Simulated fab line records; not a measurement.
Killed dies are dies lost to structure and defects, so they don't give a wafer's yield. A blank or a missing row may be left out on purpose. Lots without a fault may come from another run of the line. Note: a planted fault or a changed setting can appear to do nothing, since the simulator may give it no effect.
Which tool is to blame? + flow sky130 + 12 lots (36 wafers sampled), 1 step of a 708-step route

## WHAT THE GAUGES READ, wafer by wafer
SKY_GATE_OXIDE_THK_MEAS_02.
| lot  | measured     | on            | GATE_OXIDE_OXIDATION_00_THK (nm) |
|------|--------------|---------------|----------------------------------|
| L075 | day 13 04:44 | film-metro-03 | 10.32 10.37 10.53                |
| L077 | day 13 21:15 | film-metro-03 | 10.22 10.12 10.05                |
| L078 | day 14 21:31 | film-metro-03 | 10.09 9.98 10.06                 |
| L081 | day 15 17:02 | film-metro-01 | 10.31 10.15 10.26                |
| L083 | day 16 12:16 | film-metro-01 | 10.51 10.55 10.52                |
| L085 | day 17 07:58 | film-metro-01 | 10.50 10.44 10.43                |
| L087 | day 17 16:13 | film-metro-04 | 10.47 10.48 10.43                |
| L088 | day 18 02:19 | film-metro-03 | 10.79 10.87 10.75                |
| L091 | day 18 20:24 | film-metro-01 | 10.16 10.13 10.11                |
| L093 | day 19 10:02 | film-metro-04 | 10.26 10.23 10.45                |
| L095 | day 19 23:03 | film-metro-01 | 10.37 10.56 10.21                |
| L097 | day 20 18:34 | film-metro-03 | 10.39 10.34 10.47                |

## TOOL THAT RAN EACH LOT (tool first, then ch and the chambers of the sampled wafers, then the start)
The record holds no process step before these readings.

## THE ANSWER, worked out from the rows above alone
Rule: usual is defined by the lots themselves. The widest of any qualifying gaps counts: lots, ordered by their means at a reading, are off when they make up no more than a third of the lots, leave a main group of 4 or more, and stand apart from it by 3 or more times the standard deviation of that group's means. A main group whose means are all the same, to the digits that the tables above print for the reading, isn't used. Also off: a lot with no number at a reading for which 4 or more lots have one. All remaining lots with rows at the step are treated as sound.
No lot is off on any of the readings shown, so nothing can be concluded from this.

## WHAT THE SIMULATOR PUT IN
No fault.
